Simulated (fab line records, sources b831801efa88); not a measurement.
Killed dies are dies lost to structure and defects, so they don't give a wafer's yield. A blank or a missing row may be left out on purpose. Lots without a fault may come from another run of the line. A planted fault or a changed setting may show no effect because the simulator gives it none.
fab line records | flow gf180mcu
record lots=24 wafers=72 last_day=34
route steps=602 shown STI@23 CONTACT@289 V1@350 V4@492 V5@563
lots that met no fault: from a run of the same line without faults
start_h: hours from the record's first day to the start of the lot's first wafer shown | wait_h: hours since the lot's step before | " the same as in the row above | L1.1+2: a row that stands for several wafers | - no value, or no start given | * or withheld: withheld | < > ~ a bound
route shown NAME@n: a module of which the file shows steps, and the number in the route of the first | usual: mean/standard deviation of fault-free wafers | same: alike in all rows | chamber/n: place in a boat | sites: the reading at each site | _std_site: their standard deviation | _edge_site: outer sites' mean less inner sites' | radius_mm: how far each site lies from the wafer's centre | mask NAME#n: copy n | behind: the tool/chamber that last shaped the wafer | hold: why the lot was held/for how many hours/how that ended | device: the transistor (n, p or np) that didn't switch | end of line: the same wafers' tests at the end of the route | a step without rows: its recipe alone | killed: dies lost to structure and defects at the first sort, not the wafer's yield | map: a wafer's dies, x killed, . not, _ none there
set.NAME: the setting as run; set.NAME@STEP: as run at that earlier step | model.NAME: the simulator's own value behind a step, which no gauge read
steps of the route over a sample of lots; a table a step, a row a wafer
services: from which hour (start_h, from the record's first day; less than 0 if before it) a tool's chamber was out of use, for how many hours, and why
## steps
# step GF_STI_THK_MEAS_22
# recipe reads=SiO2_of_STI_OXIDATION_21
# usual STI_OXIDATION_01_THK=14.98/0.22
# columns lot.wafer tool chamber start_h wait_h STI_OXIDATION_01_THK[nm]
L074.1 film_metro-04 - 26.64 0.0 15.04
L074.2 " - " " 15.15
L074.3 " - " " 15.02
L075.1 film_metro-01 - 32.64 0.0 14.94
L075.2 " - " " 14.96
L075.3 " - " " 14.95
L076.2 film_metro-03 - 38.65 0.0 14.67
L076.4 " - " " 14.79
L076.5 " - " " 14.82
L077.2 film_metro-03 - 42.95 0.0 15.43
L077.5 " - " " 15.07
L077.6 " - " " 15.03
L078.2 film_metro-03 - 48.90 0.0 14.71
L078.3 " - " " 14.86
L078.6 " - " " 14.88
L079.2 film_metro-03 - 52.59 0.0 14.48
L079.5 " - " " 14.49
L079.6 " - " " 14.39
L080.2 film_metro-01 - 75.61 0.0 14.69
L080.3 " - " " 15.02
L080.5 " - " " 14.99
L081.1 film_metro-01 - 77.55 0.0 14.55
L081.3 " - " " 14.76
L081.5 " - " " 14.41
L083.1 film_metro-01 - 80.12 0.0 15.03
L083.2 " - " " 15.07
L083.5 " - " " 15.12
L082.3 film_metro-03 - 80.14 0.0 14.97
L082.4 " - " " 15.07
L082.5 " - " " 14.86
L085.1 film_metro-01 - 80.18 0.1 14.93
L085.2 " - " " 15.26
L085.6 " - " " 15.26
L084.2 film_metro-03 - 80.19 0.1 14.92
L084.3 " - " " 15.11
L084.4 " - " " 15.33
L086.2 film_metro-04 - 84.23 0.0 14.73
L086.4 " - " " 14.55
L086.6 " - " " 14.97
L087.1 film_metro-01 - 92.64 0.0 15.03
L087.2 " - " " 14.91
L087.5 " - " " 14.89
L088.1 film_metro-01 - 102.64 0.0 15.34
L088.4 " - " " 15.20
L088.6 " - " " 15.30
L089.2 film_metro-03 - 105.84 0.0 14.88
L089.3 " - " " 15.25
L089.4 " - " " 14.99
L090.1 film_metro-03 - 109.45 0.0 15.31
L090.3 " - " " 15.37
L090.4 " - " " 15.31
L091.2 film_metro-03 - 115.00 0.0 15.06
L091.5 " - " " 15.22
L091.6 " - " " 14.97
L092.1 film_metro-03 - 120.65 0.0 14.71
L092.2 " - " " 14.58
L092.5 " - " " 14.96
L093.2 film_metro-03 - 125.83 0.0 14.85
L093.5 " - " " 15.07
L093.6 " - " " 14.92
L094.1 film_metro-04 - 129.79 0.0 15.21
L094.3 " - " " 15.22
L094.5 " - " " 15.10
L095.2 film_metro-04 - 135.59 0.0 14.91
L095.3 " - " " 15.11
L095.4 " - " " 15.15
L096.2 film_metro-01 - 145.00 0.0 14.92
L096.5 " - " " 14.84
L096.6 " - " " 14.95
L097.2 film_metro-01 - 147.38 0.0 15.05
L097.4 " - " " 14.96
L097.6 " - " " 15.03
# step GF_CONTACT_CVD_02
# recipe material=SiO2 target_thk_nm=860 precursor=TEOS temp_c=400 time_s=95.992 rf_w=600
# usual heater_power_w=679/110
# columns lot.wafer tool chamber start_h wait_h heater_power_w
L074.1 pecvd-03 2 321.34 0.1 628
L074.2 " 0 " " 685
L074.3 " 1 " " 847
L075.1 pecvd-03 2 326.89 0.1 696
L075.2 " 0 " " 784
L075.3 " 1 " " 831
L076.2 pecvd-02 2 345.07 0.0 488
L076.4 " 0 " " 838
L076.5 " 2 " " 523
L077.2 pecvd-03 1 346.31 0.0 839
L077.5 " 1 " " 681
L077.6 " 0 " " 723
L078.2 pecvd-01 0 352.96 0.0 520
L078.3 " 1 " " 561
L078.6 " 1 " " 605
L079.2 pecvd-01 0 360.68 0.0 521
L079.5 " 2 " " 772
L079.6 " 1 " " 513
L080.2 pecvd-03 0 425.51 0.0 771
L080.3 " 1 " " 635
L080.5 " 1 " " 711
L081.1 pecvd-03 2 429.98 0.1 665
L081.3 " 1 " " 786
L081.5 " 1 " " 624
L082.3 pecvd-02 1 432.67 0.0 769
L082.4 " 0 " " 835
L082.5 " 1 " " 826
L084.2 pecvd-01 2 432.84 0.0 674
L084.3 " 1 " " 628
L084.4 " 0 " " 631
L083.1 pecvd-02 0 437.05 0.1 735
L083.2 " 1 " " 762
L083.5 " 1 " " 803
L085.1 pecvd-02 0 439.07 0.1 694
L085.2 " 2 " " 476
L085.6 " 1 " " 747
L086.2 pecvd-01 2 440.02 0.0 811
L086.4 " 2 " " 830
L086.6 " 0 " " 606
L087.1 pecvd-02 0 454.64 0.1 776
L087.2 " 2 " " 510
L087.5 " 2 " " 563
L088.1 pecvd-02 2 476.66 0.1 481
L088.4 " 2 " " 544
L088.6 " 1 " " 776
L089.2 pecvd-02 2 478.46 0.0 534
L089.3 " 1 " " 730
L089.4 " 0 " " 761
L090.1 pecvd-01 0 485.09 0.1 570
L090.3 " 2 " " 689
L090.4 " 0 " " 621
L091.2 pecvd-02 0 497.39 0.0 784
L091.5 " 2 " " 570
L091.6 " 1 " " 793
L092.1 pecvd-02 2 508.75 0.1 578
L092.2 " 0 " " 765
L092.5 " 1 " " 855
L094.1 pecvd-01 0 525.78 0.1 630
L094.3 " 2 " " 735
L094.5 " 0 " " 504
L093.2 pecvd-02 1 526.86 0.0 832
L093.5 " 0 " " 846
L093.6 " 1 " " 667
L095.2 pecvd-01 2 534.61 0.0 774
L095.3 " 2 " " 818
L095.4 " 0 " " 555
L097.2 pecvd-03 0 547.61 0.0 794
L097.4 " 1 " " 709
L097.6 " 0 " " 620
L096.2 pecvd-01 0 548.14 0.0 631
L096.5 " 0 " " 514
L096.6 " 1 " " 499
# step GF_V1_OVL_MEAS_15
# usual V1_OVL=-3/5.1
# columns lot.wafer tool chamber start_h wait_h V1_OVL[nm]
L074.1 overlay-01 - 389.91 0.1 -5
L074.2 " - " " -9
L074.3 " - " " -7
L075.1 overlay-02 - 395.16 0.1 1
L075.2 " - " " -5
L075.3 " - " " -3
L076.2 overlay-02 - 416.76 0.1 -1
L076.4 " - " " 0
L076.5 " - " " -6
L077.2 overlay-01 - 418.45 0.1 -5
L077.5 " - " " -2
L077.6 " - " " -8
L078.2 overlay-01 - 424.66 0.1 0
L078.3 " - " " -1
L078.6 " - " " 0
L079.2 overlay-01 - 435.26 0.1 -6
L079.5 " - " " -7
L079.6 " - " " 0
L080.2 overlay-01 - 502.51 0.1 5
L080.3 " - " " 6
L080.5 " - " " -6
L081.1 overlay-02 - 506.44 0.1 -4
L081.3 " - " " -1
L081.5 " - " " -6
L082.3 overlay-02 - 508.85 0.1 -12
L082.4 " - " " -6
L082.5 " - " " -6
L084.2 overlay-02 - 509.85 0.1 7
L084.3 " - " " -5
L084.4 " - " " 5
L083.1 overlay-01 - 512.55 0.1 5
L083.2 " - " " -5
L083.5 " - " " 2
L085.1 overlay-01 - 514.80 0.1 -7
L085.2 " - " " -2
L085.6 " - " " -7
L086.2 overlay-01 - 516.20 0.1 4
L086.4 " - " " 3
L086.6 " - " " 0
L087.1 overlay-02 - 529.20 0.1 -2
L087.2 " - " " 1
L087.5 " - " " -2
L088.1 overlay-01 - 549.40 0.1 -4
L088.4 " - " " -8
L088.6 " - " " -3
L089.2 overlay-02 - 552.21 0.1 -12
L089.3 " - " " -5
L089.4 " - " " -5
L090.1 overlay-01 - 557.45 0.1 0
L090.3 " - " " 1
L090.4 " - " " -1
L091.2 overlay-02 - 568.99 0.1 -5
L091.5 " - " " -5
L091.6 " - " " -6
L092.1 overlay-02 - 578.94 0.1 -9
L092.2 " - " " -9
L092.5 " - " " -2
L094.1 overlay-02 - 593.70 0.1 -3
L094.3 " - " " -4
L094.5 " - " " -3
L093.2 overlay-02 - 595.39 0.1 -7
L093.5 " - " " -17
L093.6 " - " " -2
L095.2 overlay-02 - 602.84 0.1 6
L095.3 " - " " -3
L095.4 " - " " 5
L097.2 overlay-01 - 613.24 0.1 7
L097.4 " - " " 6
L097.6 " - " " 1
L096.2 overlay-02 - 614.36 0.1 -5
L096.5 " - " " -12
L096.6 " - " " -7
# step GF_V1_STRIP_18
# recipe chemistry=O2/N2 power_w=1400 pressure_mtorr=1500 platen_temp_c=250 o2_flow_sccm=3000 n2_flow_sccm=300 overash_fraction=0.5
# usual drypump_motor_current_A=5.8/0.33 heater_power_w=324/23 oes_product_au=0.593/0.0046
# columns lot.wafer tool chamber start_h wait_h drypump_motor_current_A heater_power_w oes_product_au rf_hours_counter_h
L074.1 plasma_asher-04 1 390.07 - 5.6 296 0.595 79
L074.2 " 0 " " 5.2 370 0.589 79
L074.3 " 1 " " 5.6 311 0.595 -
L075.1 plasma_asher-02 1 395.32 - 6.1 331 0.595 84
L075.2 " 0 " " 5.9 302 0.591 84
L075.3 " 1 " " 6.2 327 0.587 -
L076.2 plasma_asher-02 0 416.92 - 5.9 301 0.595 86
L076.4 " 0 " " 5.9 312 0.595 -
L076.5 " 1 " " 6.1 330 0.590 -
L077.2 plasma_asher-04 0 418.61 - 5.2 375 0.596 81
L077.5 " 1 " " 5.6 304 0.588 -
L077.6 " 0 " " 5.2 370 0.591 -
L078.2 plasma_asher-02 0 424.82 - 5.9 302 0.589 87
L078.3 " 0 " " 5.9 302 0.603 -
L078.6 " 0 " " 5.9 307 0.593 -
L079.2 plasma_asher-02 0 435.42 - 5.9 306 0.593 89
L079.5 " 0 " " 5.9 310 0.593 -
L079.6 " 1 " " 6.1 333 0.595 -
L080.2 plasma_asher-04 0 502.67 - 5.2 361 0.591 8
L080.3 " 0 " " 5.2 360 0.599 -
L080.5 " 1 " " 5.7 300 0.595 -
L081.1 plasma_asher-01 1 506.60 - 6.0 306 0.588 39
L081.3 " 0 " " 5.3 348 0.608 -
L081.5 " 1 " " 6.0 305 0.600 -
L082.3 plasma_asher-01 1 509.04 - 6.0 297 0.592 -
L082.4 " 0 " " 5.4 340 0.582 -
L082.5 " 1 " " 6.0 307 0.583 -
L084.2 plasma_asher-01 1 510.00 - 6.0 298 0.592 39
L084.3 " 1 " " 6.0 299 0.589 -
L084.4 " 0 " " 5.3 345 0.591 -
L083.1 plasma_asher-04 0 512.72 - 5.2 365 0.595 8
L083.2 " 1 " " 5.6 300 0.596 8
L083.5 " 0 " " 5.2 365 0.592 -
L085.1 plasma_asher-04 0 514.97 - 5.2 364 0.592 9
L085.2 " 1 " " 5.7 301 0.595 9
L085.6 " 0 " " 5.2 369 0.590 -
L086.2 plasma_asher-01 1 516.35 - 6.0 310 0.581 40
L086.4 " 0 " " 5.4 335 0.588 -
L086.6 " 1 " " 6.0 306 0.590 -
L087.1 plasma_asher-02 1 529.37 - 6.1 331 0.605 99
L087.2 " 0 " " 5.9 303 0.589 99
L087.5 " 1 " " 6.1 341 0.595 -
L088.1 plasma_asher-01 0 549.57 - 5.4 347 0.594 43
L088.4 " 0 " " 5.4 333 0.582 -
L088.6 " 1 " " 6.0 298 0.588 -
L089.2 plasma_asher-02 0 552.37 - 5.8 314 0.598 102
L089.3 " 0 " " 5.9 309 0.589 -
L089.4 " 1 " " 6.1 338 0.588 -
L090.1 plasma_asher-02 0 557.62 - 5.9 305 0.590 102
L090.3 " 1 " " 6.1 332 0.592 -
L090.4 " 0 " " 5.9 303 0.589 -
L091.2 plasma_asher-02 0 569.15 - 5.9 310 0.591 103
L091.5 " 1 " " 6.1 332 0.593 -
L091.6 " 0 " " 5.8 310 0.592 -
L092.1 plasma_asher-04 0 579.10 - 5.2 368 0.590 15
L092.2 " 1 " " 5.7 305 0.586 15
L092.5 " 0 " " 5.2 362 0.586 -
L094.1 plasma_asher-02 0 593.87 - 5.9 314 0.589 107
L094.3 " 0 " " 5.9 303 0.598 -
L094.5 " 0 " " 5.8 310 0.594 -
L093.2 plasma_asher-01 1 595.55 - 6.0 300 0.586 46
L093.5 " 1 " " 6.0 301 0.590 -
L093.6 " 0 " " 5.4 341 0.592 -
L095.2 plasma_asher-01 0 603.00 - 5.4 346 0.593 47
L095.3 " 1 " " 6.0 300 0.591 -
L095.4 " 0 " " 5.3 335 0.588 -
L097.2 plasma_asher-01 1 613.40 - 6.0 297 0.594 48
L097.4 " 1 " " 6.0 296 0.599 -
L097.6 " 1 " " 6.0 301 0.593 -
L096.2 plasma_asher-02 1 614.52 - 6.1 329 0.595 110
L096.5 " 1 " " 6.1 328 0.588 -
L096.6 " 0 " " 5.9 305 0.596 -
# step GF_V4_ETCH_16
# recipe chemistry=N2/H2 target_depth_a=withheld overetch_a=withheld time_s=withheld target=BARC ion_energy_ev=200 source_w=500 bias_w=100 pressure_mtorr=30 n2_flow_sccm=100 h2_flow_sccm=200
# usual bias_w=100.01/0.29 drypump_motor_current_A=5.8/0.47 oes_product_au=0.856/0.0043 throttle_valve_pct=13.224/0.0088
# columns lot.wafer tool chamber start_h wait_h bias_w drypump_motor_current_A oes_product_au throttle_valve_pct
L074.1 rie_diel-03 0 543.94 0.0 100.55 6.3 0.852 13.224
L074.2 " 3 " " 99.83 6.0 0.852 13.225
L074.3 " 1 " " 100.06 6.4 0.851 13.214
L075.1 rie_diel-02 0 548.14 0.0 100.42 5.8 0.861 13.214
L075.2 " 3 " " 99.62 5.5 0.855 13.225
L075.3 " 2 " " 100.30 6.2 0.851 13.214
L076.2 rie_diel-03 2 568.04 0.0 100.51 5.1 0.859 13.237
L076.4 " 3 " " 100.04 6.0 0.856 13.234
L076.5 " 3 " " 100.08 6.0 0.854 13.215
L077.2 rie_diel-01 3 568.89 0.0 100.02 5.7 0.858 13.226
L077.5 " 1 " " 100.03 4.7 0.856 13.221
L077.6 " 2 " " 99.65 5.7 0.861 13.229
L078.2 rie_diel-02 1 574.55 0.0 100.35 5.9 0.858 13.223
L078.3 " 0 " " 100.12 5.8 0.862 13.237
L078.6 " 2 " " 100.21 6.2 0.850 13.223
L079.2 rie_diel-01 3 584.54 0.0 99.73 5.6 0.863 13.226
L079.5 " 0 " " 99.74 6.3 0.856 13.240
L079.6 " 3 " " 99.78 5.6 0.856 13.211
L080.2 rie_diel-02 0 640.50 0.0 99.75 5.8 0.852 13.217
L080.3 " 3 " " 100.16 5.5 0.858 13.207
L080.5 " 0 " " 99.61 5.8 0.852 13.222
L081.1 rie_diel-02 3 643.04 0.0 100.87 5.5 0.858 13.218
L081.3 " 1 " " 100.12 5.9 0.858 13.229
L081.5 " 3 " " 100.42 5.5 0.852 13.220
L082.3 rie_diel-03 3 643.39 0.0 100.03 6.0 0.864 13.228
L082.4 " 0 " " 99.83 6.3 0.855 13.225
L082.5 " 1 " " 100.10 6.3 0.864 13.233
L084.2 rie_diel-01 3 646.25 0.0 99.93 5.6 0.859 13.226
L084.3 " 1 " " 100.05 4.7 0.863 13.224
L084.4 " 1 " " 99.93 4.7 0.860 13.224
L083.1 rie_diel-02 3 647.79 0.0 100.06 5.5 0.861 13.210
L083.2 " 2 " " 99.83 6.2 0.845 13.226
L083.5 " 2 " " 99.92 6.2 0.853 13.219
L085.1 rie_diel-01 0 650.24 0.0 99.73 6.3 0.855 13.219
L085.2 " 3 " " 99.29 5.6 0.851 13.241
L085.6 " 2 " " 99.75 5.7 0.857 13.223
L086.2 rie_diel-03 3 651.30 0.0 99.73 6.0 0.858 13.241
L086.4 " 2 " " 99.79 5.1 0.865 13.230
L086.6 " 2 " " 99.93 5.1 0.845 13.223
L087.1 rie_diel-03 2 662.80 0.0 99.79 5.1 0.860 13.222
L087.2 " 3 " " 99.98 6.0 0.855 13.234
L087.5 " 3 " " 100.00 6.0 0.853 13.223
L088.1 rie_diel-02 3 679.65 0.0 99.97 5.5 0.856 13.212
L088.4 " 2 " " 100.22 6.2 0.856 13.213
L088.6 " 0 " " 99.72 5.8 0.857 13.210
L089.2 rie_diel-03 2 682.44 0.0 100.34 5.1 0.860 13.226
L089.3 " 3 " " 99.81 6.0 0.856 13.217
L089.4 " 2 " " 100.02 5.1 0.854 13.237
L090.1 rie_diel-02 2 685.80 0.0 100.34 6.2 0.854 13.219
L090.3 " 0 " " 100.18 5.8 0.857 13.224
L090.4 " 3 " " 99.74 5.5 0.857 13.233
L091.2 rie_diel-01 3 695.79 0.0 99.84 5.7 0.858 13.219
L091.5 " 3 " " 99.62 5.6 0.856 13.216
L091.6 " 2 " " 99.78 5.7 0.854 13.228
L092.1 rie_diel-03 0 705.34 0.0 100.16 6.3 0.860 13.224
L092.2 " 1 " " 100.19 6.4 0.854 13.236
L092.5 " 1 " " 100.16 6.4 0.861 13.226
L094.1 rie_diel-02 2 716.76 0.0 100.11 6.2 0.856 13.225
L094.3 " 0 " " 100.10 5.8 0.853 13.230
L094.5 " 3 " " 99.98 5.5 0.848 13.242
L093.2 rie_diel-03 1 717.15 0.0 100.16 6.4 0.848 13.222
L093.5 " 1 " " 100.12 6.4 0.857 13.232
L093.6 " 0 " " 100.72 6.3 0.851 13.240
L095.2 rie_diel-01 3 724.60 0.0 99.66 5.6 0.859 13.218
L095.3 " 1 " " 100.17 4.7 0.861 13.229
L095.4 " 1 " " 100.65 4.7 0.854 13.226
L097.2 rie_diel-03 3 734.79 0.0 100.03 6.0 0.849 13.213
L097.4 " 0 " " 100.02 6.3 0.856 13.227
L097.6 " 3 " " 99.91 6.0 0.856 13.220
L096.2 rie_diel-02 0 734.90 0.0 100.34 5.8 0.862 13.236
L096.5 " 0 " " 99.96 5.8 0.861 13.212
L096.6 " 2 " " 100.35 6.2 0.856 13.217
# step GF_V5_CVD_23
# recipe material=W target_thk_nm=350 time_s=104.9 temp_c=400 pressure_torr=40
# usual heater_power_w=916/97
# columns lot.wafer tool chamber start_h wait_h heater_power_w
L074.1 cvd_w-02 1 612.58 0.0 807
L074.2 " 0 " " 817
L074.3 " 0 " " 807
L075.1 cvd_w-02 1 613.98 0.0 796
L075.2 " 0 " " 804
L075.3 " 0 " " 826
L076.2 cvd_w-01 0 633.29 0.0 932
L076.4 " 1 " " 1065
L076.5 " 1 " " 1035
L077.2 cvd_w-01 0 634.40 0.0 933
L077.5 " 0 " " 917
L077.6 " 1 " " 1031
L078.2 cvd_w-01 0 640.94 0.0 958
L078.3 " 1 " " 1034
L078.6 " 0 " " 918
L079.2 cvd_w-01 0 649.59 0.0 933
L079.5 " 0 " " 926
L079.6 " 1 " " 1023
L080.2 cvd_w-02 0 701.06 0.0 813
L080.3 " 1 " " 794
L080.5 " 0 " " 830
L081.1 cvd_w-02 0 704.37 0.0 821
L081.3 " 0 " " 835
L081.5 " 0 " " 832
L082.3 cvd_w-02 1 705.14 0.1 798
L082.4 " 0 " " 831
L082.5 " 1 " " 789
L084.2 cvd_w-02 1 705.61 0.0 803
L084.3 " 0 " " 817
L084.4 " 1 " " 782
L083.1 cvd_w-02 0 708.11 0.0 832
L083.2 " 1 " " 817
L083.5 " 1 " " 823
L085.1 cvd_w-01 1 709.36 0.0 1028
L085.2 " 0 " " 939
L085.6 " 1 " " 1033
L086.2 cvd_w-01 1 710.91 0.0 1036
L086.4 " 0 " " 912
L086.6 " 1 " " 1037
L087.1 cvd_w-01 0 721.01 0.0 931
L087.2 " 1 " " 1053
L087.5 " 1 " " 1037
L088.1 cvd_w-01 1 738.21 0.0 1057
L088.4 " 0 " " 920
L088.6 " 1 " " 1029
L089.2 cvd_w-01 1 740.24 0.0 1069
L089.3 " 1 " " 1038
L089.4 " 0 " " 939
L090.1 cvd_w-01 0 744.41 0.0 938
L090.3 " 0 " " 919
L090.4 " 1 " " 1041
L091.2 cvd_w-01 1 752.71 0.0 1032
L091.5 " 1 " " 1045
L091.6 " 0 " " 964
L092.1 cvd_w-02 1 762.49 0.0 806
L092.2 " 0 " " 822
L092.5 " 1 " " 796
L094.1 cvd_w-02 1 772.26 0.0 806
L094.3 " 0 " " 826
L094.5 " 1 " " 795
L093.2 cvd_w-01 1 772.72 0.0 1057
L093.5 " 0 " " 948
L093.6 " 1 " " 1036
L095.2 cvd_w-01 0 778.42 0.0 943
L095.3 " 0 " " 932
L095.4 " 1 " " 1034
L097.2 cvd_w-01 1 788.81 0.1 1032
L097.4 " 1 " " 1050
L097.6 " 1 " " 1060
L096.2 cvd_w-02 1 789.12 0.0 808
L096.5 " 1 " " 799
L096.6 " 0 " " 819
## services
# columns tool chamber start_h hours kind
cvd_w-02 - 308.17 1.1 repair
rie_diel-02 - 329.67 2.8 pm
plasma_asher-02 - 334.81 1.4 repair
rie_diel-03 1 335.03 4.2 repair
pecvd-02 2 362.47 11.8 repair
rie_diel-02 2 363.58 2.1 repair
cvd_w-01 - 390.00 14.0 pm
rie_diel-02 1 400.36 3.3 repair
pecvd-02 1 443.40 2.0 repair
cvd_w-02 0 458.17 6.9 repair
rie_diel-03 1 499.63 6.7 repair
rie_diel-02 2 558.58 2.8 repair
pecvd-02 - 591.12 14.0 pm
cvd_w-02 - 622.71 6.9 pm
cvd_w-02 - 639.89 28.1 pm
cvd_w-01 0 655.15 3.2 repair
cvd_w-01 - 664.20 0.3 repair
pecvd-02 - 673.39 2.8 pm
cvd_w-01 - 694.04 14.6 pm
cvd_w-01 - 731.73 0.9 repair
plasma_asher-02 - 733.75 9.0 pm
pecvd-02 1 756.61 9.8 repair
pecvd-02 - 783.09 1.8 repair
cvd_w-01 0 785.13 9.5 repair
## key
fault none
